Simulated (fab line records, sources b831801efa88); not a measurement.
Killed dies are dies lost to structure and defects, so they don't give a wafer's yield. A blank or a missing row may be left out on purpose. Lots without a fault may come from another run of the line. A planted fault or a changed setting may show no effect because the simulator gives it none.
fab line records | flow sky130
record lots=11 wafers=33 last_day=48
route steps=708 shown VT_ADJUST_NCORE@126 VT_ADJUST_HVTR@138 SONOS_ONO@183 GATE_OXIDE@188 PAD_OPEN@708
lots that met no fault: from a run of the same line without faults
start_h: hours from the record's first day to the start of the lot's first wafer shown | wait_h: hours since the lot's step before | " the same as in the row above | L1.1+2: a row that stands for several wafers | - no value, or no start given | * or withheld: withheld | < > ~ a bound
route shown NAME@n: a module of which the file shows steps, and the number in the route of the first | usual: mean/standard deviation of fault-free wafers | same: alike in all rows | chamber/n: place in a boat | sites: the reading at each site | _std_site: their standard deviation | _edge_site: outer sites' mean less inner sites' | radius_mm: how far each site lies from the wafer's centre | mask NAME#n: copy n | behind: the tool/chamber that last shaped the wafer | hold: why the lot was held/for how many hours/how that ended | device: the transistor (n, p or np) that didn't switch | end of line: the same wafers' tests at the end of the route | a step without rows: its recipe alone | killed: dies lost to structure and defects at the first sort, not the wafer's yield | map: a wafer's dies, x killed, . not, _ none there
set.NAME: the setting as run; set.NAME@STEP: as run at that earlier step | model.NAME: the simulator's own value behind a step, which no gauge read
steps of the route over a sample of lots; a table a step, a row a wafer
services: from which hour (start_h, from the record's first day; less than 0 if before it) a tool's chamber was out of use, for how many hours, and why
## steps
# step SKY_VT_ADJUST_NCORE_CD_MEAS_07
# recipe target_cd_nm=380
# usual cd_nm=380.0/2.1
# columns lot.wafer tool chamber start_h wait_h cd_nm
L844.2 cd_sem-02 - 185.84 0.1 378.0
L844.3 " - " " 379.8
L844.6 " - " " 380.6
L846.2 cd_sem-02 - 205.30 0.1 381.5
L846.3 " - " " 378.3
L846.5 " - " " 379.5
L847.1 cd_sem-01 - 212.23 0.1 379.2
L847.4 " - " " 375.8
L847.6 " - " " 377.8
L849.3 cd_sem-02 - 225.08 0.1 381.6
L849.4 " - " " 383.8
L849.5 " - " " 384.6
L850.1 cd_sem-02 - 233.12 0.1 378.0
L850.2 " - " " 378.6
L850.3 " - " " 379.6
L852.4 cd_sem-02 - 245.13 0.1 381.0
L852.5 " - " " 379.0
L852.6 " - " " 380.3
L853.2 cd_sem-02 - 253.75 0.1 378.2
L853.5 " - " " 379.3
L853.6 " - " " 379.7
L854.3 cd_sem-01 - 262.48 0.2 382.5
L854.4 " - " " 377.3
L854.5 " - " " 380.5
L855.1 cd_sem-01 - 266.77 0.1 377.5
L855.2 " - " " 377.5
L855.5 " - " " 378.1
L858.1 cd_sem-01 - 287.47 0.1 379.7
L858.2 " - " " 378.9
L858.4 " - " " 381.0
L859.2 cd_sem-02 - 292.80 0.1 378.4
L859.3 " - " " 380.5
L859.5 " - " " 379.4
# step SKY_VT_ADJUST_HVTR_CD_MEAS_07
# recipe target_cd_nm=380
# usual cd_nm=379.9/2.7
# columns lot.wafer tool chamber start_h wait_h cd_nm
L844.2 cd_sem-02 - 207.20 0.1 379.6
L844.3 " - " " 379.2
L844.6 " - " " 379.0
L846.2 cd_sem-01 - 227.95 0.1 381.8
L846.3 " - " " 382.4
L846.5 " - " " 381.2
L847.1 cd_sem-02 - 235.17 0.1 382.8
L847.4 " - " " 382.2
L847.6 " - " " 381.9
L849.3 cd_sem-01 - 248.32 0.1 377.3
L849.4 " - " " 379.6
L849.5 " - " " 380.2
L850.1 cd_sem-02 - 256.47 0.1 378.3
L850.2 " - " " 380.0
L850.3 " - " " 382.4
L852.4 cd_sem-02 - 268.64 0.1 376.7
L852.5 " - " " 378.3
L852.6 " - " " 377.4
L853.2 cd_sem-01 - 277.75 0.1 380.9
L853.5 " - " " 382.6
L853.6 " - " " 381.0
L854.3 cd_sem-02 - 286.57 0.1 381.6
L854.4 " - " " 377.3
L854.5 " - " " 379.8
L855.1 cd_sem-02 - 290.83 0.1 380.6
L855.2 " - " " 379.4
L855.5 " - " " 379.2
L858.1 cd_sem-01 - 312.78 0.1 383.4
L858.2 " - " " 383.2
L858.4 " - " " 385.5
L859.2 cd_sem-02 - 318.19 0.1 381.0
L859.3 " - " " 382.6
L859.5 " - " " 382.2
# step SKY_SONOS_ONO_ETCH_15
# recipe target_depth_nm=19.52 chemistry=CHF3/O2 source_w=600 bias_w=200 pressure_mtorr=40 chf3_flow_sccm=50 O2_flow_sccm=5 time_s=7.8
# usual chf3_flow_sccm=50.02/0.15 drypump_motor_current_A=5.6/0.38 oes_product_au=1.000/0.01 throttle_valve_pct=8.824/0.0087
# same time_s=7.8
# columns lot.wafer tool chamber start_h wait_h chf3_flow_sccm drypump_motor_current_A oes_product_au rf_hours_counter_h throttle_valve_pct
L844.2 rie_diel-02 3 282.52 0.0 50.05 4.6 0.997 119 8.827
L844.3 " 0 " " 50.06 5.3 1.006 98 8.807
L844.6 " 2 " " 49.91 5.3 0.979 - 8.832
L846.2 rie_diel-01 1 308.44 0.0 50.04 6.0 1.009 0 8.813
L846.3 " 2 " " 50.17 5.7 1.023 55 8.826
L846.5 " 2 " " 50.15 5.7 1.014 - 8.825
L847.1 rie_diel-02 2 316.48 0.0 50.03 5.3 0.992 0 8.818
L847.4 " 3 " " 49.87 4.6 0.987 119 8.815
L847.6 " 3 " " 49.81 4.6 0.993 - 8.823
L849.3 rie_diel-03 0 331.32 0.0 50.01 6.2 0.981 0 8.823
L849.4 " 3 " " 50.17 5.4 1.002 27 8.842
L849.5 " 0 " " 50.01 6.2 0.982 - 8.811
L850.1 rie_diel-03 3 340.77 0.0 50.09 5.4 1.013 27 8.830
L850.2 " 1 " " 50.28 5.4 1.004 112 8.821
L850.3 " 0 " " 49.78 6.2 0.991 0 8.829
L852.4 rie_diel-03 2 350.39 0.0 50.06 4.7 0.995 7 8.824
L852.5 " 0 " " 49.96 6.2 0.994 - 8.813
L852.6 " 1 " " 50.01 5.4 0.997 - 8.811
L853.2 rie_diel-02 0 360.37 0.0 50.11 5.3 0.999 100 8.825
L853.5 " 1 " " 50.05 5.3 1.018 - 8.820
L853.6 " 2 " " 49.89 5.3 0.994 - 8.838
L854.3 rie_diel-02 0 372.17 0.0 50.00 5.3 0.993 100 8.835
L854.4 " 3 " " 50.16 4.6 0.978 0 8.836
L854.5 " 2 " " 50.20 5.3 0.996 - 8.829
L855.1 rie_diel-03 3 376.03 0.0 49.91 5.4 0.995 28 8.830
L855.2 " 0 " " 50.30 6.2 0.978 1 8.822
L855.5 " 0 " " 50.41 6.2 0.997 - 8.824
L858.1 rie_diel-01 1 401.97 0.0 49.86 6.0 0.993 2 8.812
L858.2 " 0 " " 49.93 5.6 0.996 105 8.822
L858.4 " 3 " " 50.32 5.6 1.011 60 8.829
L859.2 rie_diel-03 2 406.49 0.0 50.04 4.7 0.988 9 8.812
L859.3 " 3 " " 50.34 5.4 1.004 29 8.828
L859.5 " 2 " " 50.23 4.7 0.990 - 8.811
# step SKY_GATE_OXIDE_OXIDATION_01
# recipe temp_c=900 ambient=O2 stabilise_s=600 purge_s=300 target_thk_a=102.68 ox_time_s=1473
# usual spike_tc_bottom_C=922.5/2.8 spike_tc_centre_C=901.4/1.2 spike_tc_lower_C=901.3/1 spike_tc_top_C=911.3/1.2 spike_tc_upper_C=900.9/1.1 tube_center_temp_C=900/0.09 tube_center_temp_C_max=902.3/0.42 zone_power_centre_pct=19.1/0.57 zone_power_top_pct=32.6/0.96
# same stabilise_s=600
# columns lot.wafer tool chamber start_h wait_h spike_tc_bottom_C spike_tc_centre_C spike_tc_lower_C spike_tc_top_C spike_tc_upper_C tube_center_temp_C tube_center_temp_C_max zone_power_centre_pct zone_power_top_pct
L844.2 furnace-01 0 283.73 0.8 920.1 903.4 900.9 910.0 901.1 900.01 902.3 19.3 32.5
L844.3 " 0 " " 919.7 902.5 902.5 911.9 900.6 900.04 902.0 19.4 33.5
L844.6 " 0 " " 920.0 901.2 900.6 911.6 901.3 900.05 902.6 19.5 33.0
L846.2 furnace-01 0 308.99 0.2 920.5 901.1 900.3 910.7 901.1 900.07 903.0 19.0 33.7
L846.3 " 0 " " 919.4 901.2 900.2 910.6 902.7 900.01 904.0 19.8 33.4
L846.5 " 0 " " 919.6 902.4 901.9 913.2 900.6 899.93 902.1 19.7 33.1
L847.1 furnace-02 0 316.83 0.0 926.5 900.9 903.3 911.4 900.3 900.02 901.8 18.6 31.9
L847.4 " 0 " " 926.4 899.2 901.4 913.8 902.3 900.01 902.0 18.4 31.9
L847.6 " 0 " " 925.7 900.2 901.8 911.4 900.5 900.01 901.7 18.2 31.4
L849.3 furnace-02 0 334.93 3.3 924.8 901.4 900.0 912.8 900.1 899.97 902.8 18.7 31.8
L849.4 " 0 " " 925.4 901.1 901.7 911.7 898.6 900.04 902.5 18.1 31.6
L849.5 " 0 " " 926.1 899.9 902.6 913.4 900.0 900.01 902.8 18.5 31.9
L850.1 furnace-01 0 343.14 2.1 919.7 902.1 899.3 910.1 898.8 899.99 902.7 19.5 33.4
L850.2 " 0 " " 920.6 900.5 901.5 910.0 900.5 899.95 902.4 19.2 33.2
L850.3 " 0 " " 922.3 900.7 900.0 910.8 901.3 900.05 902.6 19.6 33.1
L852.4 furnace-02 0 354.16 3.4 924.2 901.2 902.4 912.9 902.0 899.92 902.6 18.7 31.9
L852.5 " 0 " " 927.8 901.4 901.9 912.6 901.0 899.99 902.6 18.4 31.4
L852.6 " 0 " " 924.7 900.1 901.3 912.2 900.5 899.84 902.0 18.3 30.8
L853.2 furnace-01 0 361.44 0.8 920.7 903.1 901.4 911.7 901.5 900.26 903.0 20.0 33.2
L853.5 " 0 " " 921.3 902.8 900.6 909.4 901.3 900.06 903.2 19.8 33.8
L853.6 " 0 " " 921.0 900.9 901.0 909.8 901.1 899.93 902.2 19.5 32.9
L854.3 furnace-02 0 373.35 0.9 925.2 903.9 902.1 912.1 898.2 899.92 902.1 18.4 31.3
L854.4 " 0 " " 927.7 902.2 901.9 913.1 901.7 899.93 902.8 18.6 31.0
L854.5 " 0 " " 925.1 899.6 902.1 911.7 901.6 899.94 902.2 18.5 31.3
L855.1 furnace-01 0 376.63 0.3 921.1 902.0 901.8 910.3 902.4 900.02 902.2 19.3 33.5
L855.2 " 0 " " 920.5 902.9 899.8 910.7 900.1 899.92 902.3 19.9 33.0
L855.5 " 0 " " 920.9 902.4 901.0 911.3 901.6 899.92 902.3 19.3 33.3
L858.1 furnace-02 0 402.34 0.0 894.7 867.0 868.9 880.1 867.2 867.32 870.1 17.1 29.7
L858.2 " 0 " " 894.1 868.6 868.2 881.2 867.7 867.45 870.4 17.3 29.5
L858.4 " 0 " " 891.8 867.9 868.6 879.7 868.5 867.43 869.0 16.9 29.7
L859.2 furnace-02 0 406.89 0.0 893.9 866.7 868.9 881.3 866.3 867.39 870.0 17.0 30.1
L859.3 " 0 " " 893.7 867.5 869.9 880.7 867.9 867.42 869.7 17.1 29.3
L859.5 " 0 " " 893.2 868.3 867.5 880.7 867.6 867.31 869.8 17.1 29.7
# step SKY_GATE_OXIDE_THK_MEAS_02
# recipe reads=SiO2_of_GATE_OXIDE_OXIDATION_01
# usual GATE_OXIDE_OXIDATION_00_THK=10.22/0.2
# columns lot.wafer tool chamber start_h wait_h hold GATE_OXIDE_OXIDATION_00_THK[nm]
L844.2 film_metro-03 - 285.15 0.0 - 10.31
L844.3 " - " " - 10.11
L844.6 " - " " - 10.14
L846.2 film_metro-03 - 310.41 0.0 - 10.28
L846.3 " - " " - 9.97
L846.5 " - " " - 10.09
L847.1 film_metro-02 - 318.24 0.0 - 10.15
L847.4 " - " " - 10.31
L847.6 " - " " - 10.42
L849.3 film_metro-01 - 336.36 0.0 - 10.50
L849.4 " - " " - 10.41
L849.5 " - " " - 10.47
L850.1 film_metro-03 - 344.55 0.0 - 10.04
L850.2 " - " " - 10.14
L850.3 " - " " - 9.97
L852.4 film_metro-03 - 355.60 0.0 - 10.47
L852.5 " - " " - 10.44
L852.6 " - " " - 10.49
L853.2 film_metro-01 - 362.86 0.0 - 10.45
L853.5 " - " " - 10.52
L853.6 " - " " - 10.55
L854.3 film_metro-01 - 374.77 0.0 - 10.17
L854.4 " - " " - 10.24
L854.5 " - " " - 10.09
L855.1 film_metro-02 - 378.04 0.0 - 9.98
L855.2 " - " " - 10.30
L855.5 " - " " - 10.13
L858.1 film_metro-02 - 403.75 0.0 await_dispo/0.2h/release 7.12
L858.2 " - " " await_dispo/0.2h/release 6.91
L858.4 " - " " await_dispo/0.2h/release 7.19
L858.1 film_metro-02 - 403.97 0.2 - 7.08
L858.2 " - " " - 6.97
L858.4 " - " " - 7.18
L859.2 film_metro-03 - 408.31 0.0 await_dispo/0.2h/release 6.77
L859.3 " - " " await_dispo/0.2h/release 6.90
L859.5 " - " " await_dispo/0.2h/release 6.89
L859.2 film_metro-03 - 408.54 0.2 - 6.72
L859.3 " - " " - 6.88
L859.5 " - " " - 6.89
# step SKY_PAD_OPEN_PROBE_99
# usual killed_at_M0_to_M3=44/7 killed_at_M4_up=3.0/1.8 killed_at_contacts=24/4.9 killed_at_front_end=15/5 killed_at_other=0.2/0.53 killed_dies=87/8.7 killed_open=48/6.8 killed_short=39/5.7
# same gross_dies=492 killed_at_back_side=0
# columns lot.wafer tool chamber start_h wait_h killed_at_M0_to_M3 killed_at_M4_up killed_at_contacts killed_at_front_end killed_at_other killed_dies killed_open killed_short
L853.2 prober-01 - 1136.45 0.1 39 8 36 17 0 100 54 46
L853.5 prober-01 - 1136.60 0.2 37 5 20 28 0 90 47 43
L853.6 prober-01 - 1136.65 0.2 38 1 25 15 0 79 46 33
L855.1 prober-02 - 1144.97 0.1 46 1 25 12 0 84 45 39
L855.2 prober-02 - 1145.02 0.1 35 4 18 10 0 67 33 34
L855.5 prober-02 - 1145.17 0.2 37 3 27 19 1 87 52 35
L854.3 prober-01 - 1148.04 0.2 38 2 26 14 0 80 45 35
L854.4 prober-01 - 1148.09 0.2 46 4 24 11 0 85 46 39
L854.5 prober-01 - 1148.14 0.2 29 3 20 16 1 69 32 37
# killed by level:class
L853.2 LI_CONTACT:geometric_particle:open=12 CONTACT:geometric_particle:open=11 VIA1:geometric_particle:open=9 FIELD_ISO:geometric_particle:open=7 CONTACT:geometric_particle:short=6 FIELD_ISO:geometric_particle:short=5 METAL2:geometric_particle:short=5 METAL1:geometric_particle:short=5
L853.5 VIA1:geometric_particle:open=11 CONTACT:geometric_particle:open=10 FIELD_ISO:geometric_particle:short=7 FIELD_ISO:geometric_particle:open=6 METAL1:geometric_particle:short=6 VIA2:geometric_particle:open=6 POLY_GATE:geometric_particle:short=4 POLY_GATE:geometric_particle:open=3
L853.6 LI_CONTACT:geometric_particle:open=8 VIA3:geometric_particle:open=7 CONTACT:geometric_particle:short=7 CONTACT:geometric_particle:open=7 VIA1:geometric_particle:open=7 FIELD_ISO:geometric_particle:short=5 VIA2:geometric_particle:open=5 FIELD_ISO:geometric_particle:open=4
L855.1 VIA1:geometric_particle:open=10 CONTACT:geometric_particle:open=8 CONTACT:geometric_particle:short=7 VIA1:geometric_particle:short=7 VIA2:geometric_particle:open=7 LI_CONTACT:geometric_particle:open=5 VIA3:geometric_particle:open=5 POLY_GATE:geometric_particle:short=4
L855.2 VIA3:geometric_particle:open=8 VIA1:geometric_particle:open=5 LI_CONTACT:geometric_particle:open=5 CONTACT:geometric_particle:open=5 METAL1:geometric_particle:short=5 CONTACT:geometric_particle:short=4 METAL2:geometric_particle:short=4 VIA2:geometric_particle:open=4
L855.5 CONTACT:geometric_particle:open=13 VIA1:geometric_particle:open=7 VIA2:geometric_particle:open=7 METAL2:geometric_particle:short=6 LI_CONTACT:geometric_particle:short=5 CONTACT:geometric_particle:short=5 VIA3:geometric_particle:open=5 FIELD_ISO:geometric_particle:open=4
L854.3 LI_CONTACT:geometric_particle:open=9 VIA1:geometric_particle:open=9 CONTACT:geometric_particle:open=8 METAL2:geometric_particle:short=7 CONTACT:geometric_particle:short=6 METAL1:geometric_particle:short=6 VIA3:geometric_particle:open=5 FIELD_ISO:geometric_particle:open=4
L854.4 VIA3:geometric_particle:open=9 METAL2:geometric_particle:short=8 CONTACT:geometric_particle:open=8 LI_CONTACT:geometric_particle:open=7 VIA2:geometric_particle:open=6 VIA1:geometric_particle:open=5 METAL1:geometric_particle:short=4 VIA1:geometric_particle:short=4
L854.5 CONTACT:geometric_particle:short=7 VIA3:geometric_particle:open=6 VIA1:geometric_particle:open=5 LOCAL_INTERCONNECT:geometric_particle:short=5 METAL1:geometric_particle:short=5 METAL2:geometric_particle:short=5 FIELD_ISO:geometric_particle:open=4 FIELD_ISO:geometric_particle:short=4
## services
# columns tool chamber start_h hours kind
rie_diel-01 1 260.61 - clean
rie_diel-01 1 260.61 24.3 scheduled_down
rie_diel-02 2 267.97 - clean
rie_diel-02 2 267.97 13.4 scheduled_down
rie_diel-02 2 267.97 13.4 vent_cycle
rie_diel-01 - 280.64 0.9 repair
furnace-01 - 285.14 4.1 pm
furnace-02 - 295.47 3.6 pm
rie_diel-03 3 301.47 4.3 repair
rie_diel-01 3 307.70 8.3 repair
rie_diel-03 0 310.90 - clean
rie_diel-03 0 310.90 15.4 scheduled_down
rie_diel-03 0 310.90 15.4 vent_cycle
furnace-01 - 324.63 4.1 pm
furnace-02 - 329.69 3.7 pm
rie_diel-03 1 334.30 3.7 repair
rie_diel-03 2 335.61 6.9 repair
rie_diel-02 3 340.10 - clean
rie_diel-02 3 340.10 21.0 scheduled_down
rie_diel-02 3 340.10 21.0 vent_cycle
rie_diel-03 1 387.02 - clean
rie_diel-03 1 387.02 35.9 scheduled_down
rie_diel-03 1 387.02 35.9 vent_cycle
rie_diel-03 0 402.53 3.5 repair
## key
first_sign step=SKY_GATE_OXIDE_OXIDATION_01 reading=tube_center_temp_C direction=down sigmas=99+ usual=* struck=*
effect step=SKY_GATE_OXIDE_OXIDATION_01 reading=tube_center_temp_C_max direction=down sigmas=77 usual=* struck=*
effect step=SKY_GATE_OXIDE_THK_MEAS_02 reading=visit direction=added
effect step=SKY_GATE_OXIDE_THK_MEAS_02 reading=GATE_OXIDE_OXIDATION_00_THK direction=down sigmas=16 usual=10.22 struck=6.96
met_at SKY_GATE_OXIDE_OXIDATION_01
struck_lots L858,L859
tester_left_out L858,L859
not_acting_at SKY_VT_ADJUST_NCORE_CD_MEAS_07,SKY_VT_ADJUST_HVTR_CD_MEAS_07,SKY_SONOS_ONO_ETCH_15
onset_between 373.35 402.34
fault kind=process_parameter_drift tool=furnace-02 chamber=- onset_h=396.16 steps=SKY_GATE_OXIDE_OXIDATION_01 channel=temp_c offset=* shape=step end_h=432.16 acts_in=* stated=*
# tester_left_out: of these lots the tester's yield and bins aren't shown, on N5 and GAA mostly nor the transistor test; their killed dies are dies lost to structure and defects alone, not to doping, threshold or leakage, so they don't give the yield
